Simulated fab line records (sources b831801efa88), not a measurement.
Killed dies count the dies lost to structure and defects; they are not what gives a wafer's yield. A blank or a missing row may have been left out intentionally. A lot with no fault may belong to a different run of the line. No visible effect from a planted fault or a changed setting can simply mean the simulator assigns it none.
fab line records | flow sky130
record: lots: 13 | wafers: 39 | last_day: 50
route steps=708 shown POLY_CUT@315 SD_N@350 PAD_OPEN@708
lots that met no fault: taken from a fault-free run of the same line
start_h: hours from the record's opening day to when the first of the lot's shown wafers began | wait_h: hours since the lot's step before | " repeats the value in the row above | L1.1+2: a single row standing in for several wafers | - no value, or no start given | * or withheld: withheld | < > ~ a bound
route shown NAME@n: names a module that has steps shown in the file, with the first one's number in the route | usual: the fault-free wafers' mean and standard deviation | same: alike in all rows | chamber/n: place in a boat | sites: each site's reading | _std_site: the standard deviation of these | _edge_site: inner sites' mean taken away from outer sites' mean | radius_mm: for every site, how far away it sits from the centre of the wafer | mask NAME#n: copy n | behind: the most recent tool/chamber to have shaped the wafer | hold: why the lot went on hold/how many hours it stayed there/how the hold came to an end | device: the transistor (n, p or np) that didn't switch | end of line: at the end of the route, the tests of the same wafers | a step without rows: its recipe alone | killed: dies lost to structure and defects at the first sort, not the wafer's yield | map: the dies of a wafer, with x for killed, . for not killed, _ for no die there
set.NAME: the setting as run; set.NAME@STEP: as run at that earlier step | model.NAME: the simulator's own value behind a step, which no gauge read
steps of the route over a sample of lots; a table a step, a row a wafer
services: the hour from which a tool's chamber was out of use, counted from the record's first day as start_h (under 0 if before that day), plus the number of hours and why
== steps ==
step: SKY_POLY_CUT_CD_MEAS_08
recipe: target_cd_nm: 270
usual: cd_nm: 269.4/1.3
lot.wafer | tool      | chamber | start_h | wait_h | cd_nm
L237.2    | cd_sem-01 | -       | 568.76  | -      | 268.4
L237.3    | "         | -       | "       | "      | 267.3
L237.4    | "         | -       | "       | "      | 267.1
L238.1    | cd_sem-01 | -       | 579.94  | -      | 271.4
L238.4    | "         | -       | "       | "      | 270.2
L238.5    | "         | -       | "       | "      | 270.2
L239.1    | cd_sem-01 | -       | 600.99  | -      | 268.0
L239.4    | "         | -       | "       | "      | 267.9
L239.6    | "         | -       | "       | "      | 269.1
L240.1    | cd_sem-02 | -       | 611.62  | -      | 267.0
L240.3    | "         | -       | "       | "      | 267.4
L240.6    | "         | -       | "       | "      | 267.6
L243.2    | cd_sem-01 | -       | 642.81  | -      | 268.8
L243.5    | "         | -       | "       | "      | 268.9
L243.6    | "         | -       | "       | "      | 269.3
L244.1    | cd_sem-01 | -       | 653.19  | -      | 269.1
L244.2    | "         | -       | "       | "      | 269.0
L244.3    | "         | -       | "       | "      | 269.4
L246.1    | cd_sem-02 | -       | 659.87  | -      | 268.2
L246.2    | "         | -       | "       | "      | 270.4
L246.3    | "         | -       | "       | "      | 271.0
L249.2    | cd_sem-01 | -       | 697.31  | -      | 271.6
L249.4    | "         | -       | "       | "      | 270.8
L249.6    | "         | -       | "       | "      | 271.2
L252.4    | cd_sem-02 | -       | 700.18  | -      | 269.4
L252.5    | "         | -       | "       | "      | 269.0
L252.6    | "         | -       | "       | "      | 269.6
L253.3    | cd_sem-01 | -       | 707.76  | -      | 269.0
L253.4    | "         | -       | "       | "      | 267.7
L253.5    | "         | -       | "       | "      | 268.7
L255.3    | cd_sem-02 | -       | 724.81  | -      | 271.9
L255.4    | "         | -       | "       | "      | 272.2
L255.5    | "         | -       | "       | "      | 270.7
L257.1    | cd_sem-01 | -       | 734.76  | -      | 269.6
L257.5    | "         | -       | "       | "      | 269.4
L257.6    | "         | -       | "       | "      | 269.4
L259.1    | cd_sem-02 | -       | 749.09  | -      | 269.0
L259.5    | "         | -       | "       | "      | 269.5
L259.6    | "         | -       | "       | "      | 269.7
step: SKY_POLY_CUT_STRIP_12
recipe: chemistry: O2/N2 | power_w: 1400 | pressure_mtorr: 1500 | platen_temp_c: withheld | o2_flow_sccm: 3000 | n2_flow_sccm: 300 | overash_fraction: 0.5
usual: drypump_motor_current_A: 5.7/0.34 | o2_flow_sccm: 2998/8.9 | oes_product_au: 0.452/0.0044 | strip_time_to_endpoint_s: 5.361/0.014
lot.wafer | tool            | chamber | start_h | wait_h | drypump_motor_current_A | o2_flow_sccm | oes_product_au | rf_hours_counter_h | strip_time_to_endpoint_s
L237.2    | plasma_asher-02 | 0       | 568.97  | 0.0    | 6.4                     | 3003         | 0.450          | 71                 | 5.364
L237.3    | "               | 0       | "       | "      | 6.4                     | 3008         | 0.461          | -                  | 5.339
L237.4    | "               | 1       | "       | "      | 5.9                     | 2983         | 0.453          | -                  | 5.357
L238.1    | plasma_asher-03 | 0       | 580.18  | 0.0    | 5.4                     | 2993         | 0.454          | 16                 | 5.386
L238.4    | "               | 0       | "       | "      | 5.4                     | 3000         | 0.460          | -                  | 5.361
L238.5    | "               | 1       | "       | "      | 5.4                     | 3011         | 0.445          | -                  | 5.363
L239.1    | plasma_asher-03 | 0       | 601.23  | 0.0    | 5.4                     | 2978         | 0.455          | 18                 | 5.388
L239.4    | "               | 1       | "       | "      | 5.4                     | 2998         | 0.450          | -                  | 5.356
L239.6    | "               | 1       | "       | "      | 5.4                     | 2994         | 0.453          | -                  | 5.365
L240.1    | plasma_asher-04 | 0       | 611.85  | 0.0    | 5.5                     | 3015         | 0.450          | 97                 | 5.357
L240.3    | "               | 0       | "       | "      | 5.5                     | 3009         | 0.448          | -                  | 5.369
L240.6    | "               | 0       | "       | "      | 5.5                     | 3004         | 0.454          | -                  | 5.355
L243.2    | plasma_asher-02 | 0       | 643.02  | 0.0    | 6.5                     | 3000         | 0.457          | 78                 | 5.361
L243.5    | "               | 0       | "       | "      | 6.4                     | 2993         | 0.455          | -                  | 5.358
L243.6    | "               | 1       | "       | "      | 5.9                     | 3007         | 0.457          | -                  | 5.369
L244.1    | plasma_asher-04 | 0       | 653.43  | 0.0    | 5.6                     | 2999         | 0.452          | 100                | 5.343
L244.2    | "               | 1       | "       | "      | 5.7                     | 2984         | 0.450          | 100                | 5.345
L244.3    | "               | 1       | "       | "      | 5.7                     | 2992         | 0.459          | -                  | 5.355
L246.1    | plasma_asher-02 | 0       | 660.10  | 0.0    | 6.4                     | 3000         | 0.448          | 79                 | 5.392
L246.2    | "               | 1       | "       | "      | 5.9                     | 3005         | 0.454          | 79                 | 5.377
L246.3    | "               | 1       | "       | "      | 5.9                     | 2994         | 0.459          | -                  | 5.369
L249.2    | plasma_asher-02 | 0       | 697.53  | 0.0    | 6.4                     | 3003         | 0.451          | 83                 | 5.346
L249.4    | "               | 0       | "       | "      | 6.4                     | 2998         | 0.454          | -                  | 5.347
L249.6    | "               | 1       | "       | "      | 5.9                     | 2994         | 0.447          | -                  | 5.338
L252.4    | plasma_asher-04 | 0       | 700.39  | 0.1    | 5.6                     | 3000         | 0.450          | -                  | 5.365
L252.5    | "               | 1       | "       | "      | 5.7                     | 2998         | 0.451          | -                  | 5.360
L252.6    | "               | 0       | "       | "      | 5.5                     | 2997         | 0.445          | -                  | 5.364
L253.3    | plasma_asher-03 | 0       | 707.99  | 0.1    | 5.4                     | 3010         | 0.449          | -                  | 5.366
L253.4    | "               | 1       | "       | "      | 5.4                     | 2997         | 0.454          | -                  | 5.379
L253.5    | "               | 0       | "       | "      | 5.4                     | 2997         | 0.447          | -                  | 5.391
L255.3    | plasma_asher-03 | 0       | 725.04  | 0.1    | 5.4                     | 2985         | 0.453          | -                  | 5.371
L255.4    | "               | 1       | "       | "      | 5.4                     | 3002         | 0.452          | -                  | 5.340
L255.5    | "               | 0       | "       | "      | 5.4                     | 2995         | 0.455          | -                  | 5.347
L257.1    | plasma_asher-02 | 1       | 734.99  | 0.0    | 5.9                     | 2985         | 0.454          | 87                 | 5.383
L257.5    | "               | 1       | "       | "      | 5.9                     | 3004         | 0.446          | -                  | 5.332
L257.6    | "               | 0       | "       | "      | 6.4                     | 3005         | 0.453          | -                  | 5.355
L259.1    | plasma_asher-03 | 0       | 749.33  | 0.0    | 5.4                     | 2989         | 0.441          | 33                 | 5.359
L259.5    | "               | 0       | "       | "      | 5.4                     | 3005         | 0.455          | -                  | 5.350
L259.6    | "               | 1       | "       | "      | 5.4                     | 3010         | 0.455          | -                  | 5.364
step: SKY_SD_N_OVL_MEAS_08
usual: SD_N_OVL: 0.4/1.4
lot.wafer | tool       | chamber | start_h | wait_h | SD_N_OVL[nm]
L237.2    | overlay-02 | -       | 657.76  | 0.1    | 0.9
L237.3    | "          | -       | "       | "      | 0.0
L237.4    | "          | -       | "       | "      | -3.1
L238.1    | overlay-01 | -       | 668.43  | 0.1    | -0.5
L238.4    | "          | -       | "       | "      | -1.7
L238.5    | "          | -       | "       | "      | -1.4
L239.1    | overlay-01 | -       | 688.39  | 0.1    | 1.4
L239.4    | "          | -       | "       | "      | 0.3
L239.6    | "          | -       | "       | "      | 0.4
L240.1    | overlay-02 | -       | 698.14  | 0.1    | 0.3
L240.3    | "          | -       | "       | "      | 1.3
L240.6    | "          | -       | "       | "      | 2.3
L243.2    | overlay-01 | -       | 727.89  | 0.1    | 2.1
L243.5    | "          | -       | "       | "      | -0.4
L243.6    | "          | -       | "       | "      | 0.4
L244.1    | overlay-01 | -       | 737.89  | 0.1    | 2.9
L244.2    | "          | -       | "       | "      | 3.5
L244.3    | "          | -       | "       | "      | -1.6
L246.1    | overlay-02 | -       | 743.96  | 0.1    | 0.0
L246.2    | "          | -       | "       | "      | 1.1
L246.3    | "          | -       | "       | "      | 0.7
L249.2    | overlay-02 | -       | 781.51  | 0.1    | -2.0
L249.4    | "          | -       | "       | "      | 0.1
L249.6    | "          | -       | "       | "      | 0.4
L252.4    | overlay-02 | -       | 783.10  | 0.1    | 0.4
L252.5    | "          | -       | "       | "      | 0.2
L252.6    | "          | -       | "       | "      | 0.7
L253.3    | overlay-01 | -       | 789.30  | 0.1    | 0.7
L253.4    | "          | -       | "       | "      | 0.7
L253.5    | "          | -       | "       | "      | 0.1
L255.3    | overlay-01 | -       | 804.90  | 0.1    | -0.4
L255.4    | "          | -       | "       | "      | -1.2
L255.5    | "          | -       | "       | "      | -0.5
L257.1    | overlay-01 | -       | 815.19  | 0.1    | -0.6
L257.5    | "          | -       | "       | "      | 0.9
L257.6    | "          | -       | "       | "      | 1.4
L259.1    | overlay-02 | -       | 829.01  | 0.1    | 0.8
L259.5    | "          | -       | "       | "      | 1.3
L259.6    | "          | -       | "       | "      | -2.3
step: SKY_SD_N_RTA_14
recipe: temp_c: 1075 | time_s: 2 | idle_temp_c: 650 | ramp_up_c_per_s: 150 | ramp_down_c_per_s: 90 | ambient: N2
usual: lamp_power_pct: 15.73/0.053 | ramp_down_c_per_s: 90.000/0.016 | wafer_temp_C_max: 1078.0/1.2
lot.wafer | tool          | chamber | start_h | wait_h | lamp_power_pct | ramp_down_c_per_s | wafer_temp_C_max
L237.2    | rtp_anneal-02 | 0       | 658.31  | 0.0    | 15.75          | 90.009            | 1079.7
L237.3    | "             | 0       | "       | "      | 15.67          | 89.978            | 1077.9
L237.4    | "             | 0       | "       | "      | 15.77          | 90.001            | 1079.1
L238.1    | rtp_anneal-02 | 0       | 668.97  | 0.0    | 15.70          | 90.005            | 1080.3
L238.4    | "             | 0       | "       | "      | 15.69          | 89.988            | 1078.9
L238.5    | "             | 0       | "       | "      | 15.76          | 90.040            | 1078.4
L239.1    | rtp_anneal-02 | 0       | 688.93  | 0.0    | 15.73          | 89.998            | 1077.4
L239.4    | "             | 0       | "       | "      | 15.74          | 89.992            | 1078.0
L239.6    | "             | 0       | "       | "      | 15.78          | 90.010            | 1077.1
L240.1    | rtp_anneal-02 | 0       | 698.69  | 0.0    | 15.75          | 89.972            | 1077.0
L240.3    | "             | 0       | "       | "      | 15.72          | 90.023            | 1077.9
L240.6    | "             | 0       | "       | "      | 15.77          | 90.012            | 1080.8
L243.2    | rtp_anneal-01 | 0       | 728.44  | 0.0    | 15.76          | 89.989            | 1077.0
L243.5    | "             | 0       | "       | "      | 15.73          | 89.999            | 1077.3
L243.6    | "             | 0       | "       | "      | 15.75          | 90.029            | 1078.5
L244.1    | rtp_anneal-01 | 0       | 738.44  | 0.0    | 15.73          | 89.972            | 1076.8
L244.2    | "             | 0       | "       | "      | 15.72          | 89.990            | 1078.8
L244.3    | "             | 0       | "       | "      | 15.76          | 90.012            | 1079.8
L246.1    | rtp_anneal-02 | 0       | 744.50  | 0.0    | 15.70          | 90.002            | 1079.3
L246.2    | "             | 0       | "       | "      | 15.74          | 90.021            | 1078.3
L246.3    | "             | 0       | "       | "      | 15.70          | 90.001            | 1076.7
L249.2    | rtp_anneal-02 | 0       | 782.07  | 0.0    | 15.78          | 35.986            | 1078.8
L249.4    | "             | 0       | "       | "      | 15.75          | 36.021            | 1077.4
L249.6    | "             | 0       | "       | "      | 15.63          | 36.005            | 1078.0
L252.4    | rtp_anneal-02 | 0       | 783.67  | 0.0    | 15.78          | 36.015            | 1077.9
L252.5    | "             | 0       | "       | "      | 15.74          | 35.987            | 1076.9
L252.6    | "             | 0       | "       | "      | 15.66          | 36.005            | 1078.1
L253.3    | rtp_anneal-01 | 0       | 789.92  | 0.0    | 15.74          | 89.981            | 1077.7
L253.4    | "             | 0       | "       | "      | 15.71          | 89.978            | 1078.1
L253.5    | "             | 0       | "       | "      | 15.78          | 89.983            | 1078.2
L255.3    | rtp_anneal-01 | 0       | 805.46  | 0.0    | 15.76          | 89.982            | 1078.6
L255.4    | "             | 0       | "       | "      | 15.79          | 90.022            | 1079.2
L255.5    | "             | 0       | "       | "      | 15.74          | 89.999            | 1077.3
L257.1    | rtp_anneal-01 | 0       | 815.78  | 0.0    | 15.67          | 89.998            | 1078.7
L257.5    | "             | 0       | "       | "      | 15.70          | 90.004            | 1077.4
L257.6    | "             | 0       | "       | "      | 15.68          | 89.963            | 1077.2
L259.1    | rtp_anneal-01 | 0       | 829.56  | 0.0    | 15.72          | 89.984            | 1077.7
L259.5    | "             | 0       | "       | "      | 15.73          | 90.015            | 1078.5
L259.6    | "             | 0       | "       | "      | 15.75          | 89.995            | 1077.2
step: SKY_PAD_OPEN_PROBE_99
usual: killed_at_M0_to_M3: 44/8.6 | killed_at_M4_up: 3.4/1.9 | killed_at_contacts: 23/5.7 | killed_at_front_end: 15/4.5 | killed_at_other: 0.4/0.62 | killed_dies: 86/11 | killed_open: 46/7.6 | killed_short: 39/6.3
same: gross_dies: 492 | killed_at_back_side: 0
lot.wafer | tool      | chamber | start_h | wait_h | killed_at_M0_to_M3 | killed_at_M4_up | killed_at_contacts | killed_at_front_end | killed_at_other | killed_dies | killed_open | killed_short
L252.4    | prober-02 | -       | 1175.28 | 0.2    | 45                 | 2               | 18                 | 11                  | 0               | 76          | 36          | 40
L252.5    | prober-02 | -       | 1175.33 | 0.2    | 46                 | 4               | 18                 | 16                  | 1               | 85          | 46          | 38
L252.6    | prober-02 | -       | 1175.38 | 0.2    | 38                 | 5               | 20                 | 10                  | 0               | 73          | 39          | 34
killed by level:class
L252.4 VIA1:geometric_particle:open=10 METAL2:geometric_particle:short=10 CONTACT:geometric_particle:open=8 FIELD_ISO:geometric_particle:short=5 VIA1:geometric_particle:short=5 VIA2:geometric_particle:open=5 CONTACT:geometric_particle:short=4 LI_CONTACT:geometric_particle:open=3
L252.5 VIA2:geometric_particle:open=11 LI_CONTACT:geometric_particle:open=7 VIA1:geometric_particle:open=7 VIA2:geometric_particle:short=7 FIELD_ISO:geometric_particle:short=5 METAL1:geometric_particle:short=5 VIA3:geometric_particle:open=5 POLY_GATE:geometric_particle:open=4
L252.6 VIA1:geometric_particle:open=12 LI_CONTACT:geometric_particle:open=7 METAL1:geometric_particle:short=7 VIA2:geometric_particle:open=6 LOCAL_INTERCONNECT:geometric_particle:short=5 METAL2:geometric_particle:short=4 METAL4:geometric_particle:short=4 FIELD_ISO:geometric_particle:short=3
== services ==
tool            | chamber | start_h | hours | kind
plasma_asher-02 | -       | 560.32  | 1.0   | repair
plasma_asher-04 | -       | 573.52  | 1.0   | repair
plasma_asher-02 | -       | 610.15  | 0.9   | repair
plasma_asher-04 | -       | 645.43  | 3.6   | repair
rtp_anneal-01   | -       | 655.96  | 66.2  | pm
plasma_asher-04 | -       | 733.75  | 9.0   | pm
plasma_asher-04 | 0       | 733.75  | 9.0   | vent_cycle
plasma_asher-04 | 1       | 733.75  | 9.0   | vent_cycle
plasma_asher-02 | -       | 738.62  | 2.1   | repair
plasma_asher-04 | 0       | 742.75  | -     | clean
plasma_asher-04 | 1       | 742.75  | -     | clean
plasma_asher-03 | -       | 745.77  | 2.1   | repair
plasma_asher-04 | -       | 777.00  | 2.8   | pm
plasma_asher-04 | -       | 819.08  | 15.6  | pm
== key ==
first_sign: step: SKY_SD_N_RTA_14 | reading: ramp_down_c_per_s | direction: down | sigmas: 99+ | usual: 90.000 | struck: 36.003
effect none on later readings
met_at SKY_SD_N_RTA_14
struck_lots L249,L252
tester_left_out L249,L252
not_acting_at SKY_POLY_CUT_CD_MEAS_08,SKY_POLY_CUT_STRIP_12,SKY_SD_N_OVL_MEAS_08
onset_between 744.50 782.07
fault: kind: process_parameter_drift | tool: rtp_anneal-02 | chamber: - | onset_h: 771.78 | steps: SKY_SD_N_RTA_14 | channel: ramp_down_c_per_s | offset: -54 | shape: step | end_h: 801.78 | acts_in: these_recipes_only | stated: 90
tester_left_out: of these lots the tester's yield and bins aren't shown, on N5 and GAA mostly nor the transistor test; their killed dies are dies lost to structure and defects alone, not to doping, threshold or leakage, so they don't give the yield
